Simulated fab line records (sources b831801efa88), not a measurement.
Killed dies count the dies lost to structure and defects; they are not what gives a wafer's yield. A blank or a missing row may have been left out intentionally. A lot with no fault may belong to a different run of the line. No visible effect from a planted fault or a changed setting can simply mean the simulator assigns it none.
Comparing a struck lot with a sound one    flow sky130    23 steps out of a route of 708
Sound: wafers L892.2, L892.4, L892.5. Wafers L901.2, L901.5, L901.6 were the ones struck. Last of all comes the cause.
Each step with rows lists, per side, the tool, then ch with its chambers, then its first start. Under that, the readings that differ: sound wafers    struck wafers    difference of the means    sigmas: that difference in standard deviations of wafers without a fault.
alike: words and numbers the same on both sides, and readings whose means are apart by under 2 such deviations; not compared: readings that were withheld, readings missing a value for some wafer, numbers with overlapping values and no deviation given by the record, and bounds like >300 which may hide the same value.
Wherever a step has rows on one side only, a row that says differs or no value, or a row with sigmas, the two part there. Numbers that have no deviation but don't overlap get no sigmas and don't part them. Lack of a reading on every wafer of one side parts them only where that side has two or more wafers.

SKY_PASSIVATION_CVD_00: deposits SiO2, target thk 90 nm.
  sound on pecvd-01 ch 0,1,2, day 45 06:46; struck on pecvd-03 ch 0,1,2, day 47 11:14
  alike: heater-power-w
SKY_PASSIVATION_THK_MEAS_01:
  sound on film-metro-01 at day 45 06:48; struck on film-metro-01 at day 47 11:16
  alike: PASSIVATION_CVD_00_THK
SKY_PASSIVATION_CVD_02: deposits Si3N4, target thk 540 nm.
  sound on pecvd-03 ch 0,1,2, day 45 06:51; struck on pecvd-02 ch 0,1, day 47 11:19
  alike: heater-power-w
SKY_PASSIVATION_THK_MEAS_03:
  sound on film-metro-02 at day 45 07:05; struck on film-metro-01 at day 47 11:33
  alike: PASSIVATION_CVD_02_THK
then, 7 steps without rows for these wafers: SKY_PASSIVATION_DEHYDRATE_04 (time 60 s); SKY_PASSIVATION_HMDS_05 (prime time 60 s); SKY_PASSIVATION_COAT_06 (resist thk 3000 nm); SKY_PASSIVATION_SOFTBAKE_07; SKY_PASSIVATION_EXPOSE_08 (exposes mask NSM, target cd 3000 nm); SKY_PASSIVATION_PEB_09; SKY_PASSIVATION_DEVELOP_10 (develop time 60 s).
SKY_PASSIVATION_ETCH_11: etches the open film in CF4/O2, stops on AlCu, target depth 725 nm, time 163.7 s.
  sound on rie-diel-03 ch 0,1, day 46 03:37; struck on rie-diel-03 ch 1,2,3, day 48 07:04
  alike: drypump-motor-current-A, oes-product-au, throttle-valve-pct
  not compared: rf-hours-counter-h
SKY_PASSIVATION_STRIP_12: strips in O2/N2.
  sound on plasma-asher-04 ch 0,1, day 46 03:44; struck on plasma-asher-03 ch 0,1, day 48 07:11
  no value came back on the struck wafers for any of 5 readings (chamber-pressure-mTorr (mTorr), drypump-motor-current-A (A) and others); on the sound wafers chamber-pressure-mTorr (mTorr) reads 1501.7 1500.4 1499.2
reading                                        sound  struck          difference  sigmas
model.coat_of_PASSIVATION_COAT_06.thk-nm (nm)  0 0 0  2502 2520 2490  +2504       
  not compared: rf-hours-counter-h
then, 7 steps without rows for these wafers: SKY_PAD_OPEN_DEHYDRATE_00 (time 60 s); SKY_PAD_OPEN_HMDS_01 (prime time 60 s); SKY_PAD_OPEN_COAT_02 (resist thk 3000 nm); SKY_PAD_OPEN_SOFTBAKE_03; SKY_PAD_OPEN_EXPOSE_04 (exposes mask PDM, target cd 60000 nm); SKY_PAD_OPEN_PEB_05; SKY_PAD_OPEN_DEVELOP_06 (develop time 60 s).
SKY_PAD_OPEN_ETCH_07: etches the open film in CF4/O2, stops on AlCu, target depth 725 nm, time 161.1 s.
  sound on rie-diel-01 ch 0,1, day 47 00:42; struck on rie-diel-01 ch 1,2,3, day 49 01:07
  alike: drypump-motor-current-A, oes-product-au, throttle-valve-pct
  not compared: rf-hours-counter-h
SKY_PAD_OPEN_STRIP_08: strips in O2/N2.
  sound on plasma-asher-01 ch 0,1, day 47 00:49; struck on plasma-asher-03 ch 0,1, day 49 01:13
reading                         sound                 struck                difference  sigmas
chamber-pressure-mTorr (mTorr)  1498.6 1499.9 1496.3  1501.9 1501.0 1499.7  +2.6        +2
oes-product-au (a.u.)           0.657 0.667 0.668     0.693 0.703 0.695     +0.033      +7
strip-time-to-endpoint-s (s)    36.97 36.96 36.85     73.73 74.09 73.56     +36.87      +99 or more
  alike: drypump-motor-current-A
  not compared: rf-hours-counter-h
then, 1 step without rows for these wafers: SKY_PAD_OPEN_STRIP_09 (strips in post etch residue remover, time 1200 s).

WHERE THEY PART
Last at SKY_PAD_OPEN_STRIP_08 as far as this record goes, first at SKY_PASSIVATION_STRIP_12.

WHY: whatever the simulator had introduced
Whole step skipped at SKY_PASSIVATION_STRIP_12 on plasma-asher-03, starting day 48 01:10. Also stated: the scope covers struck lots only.
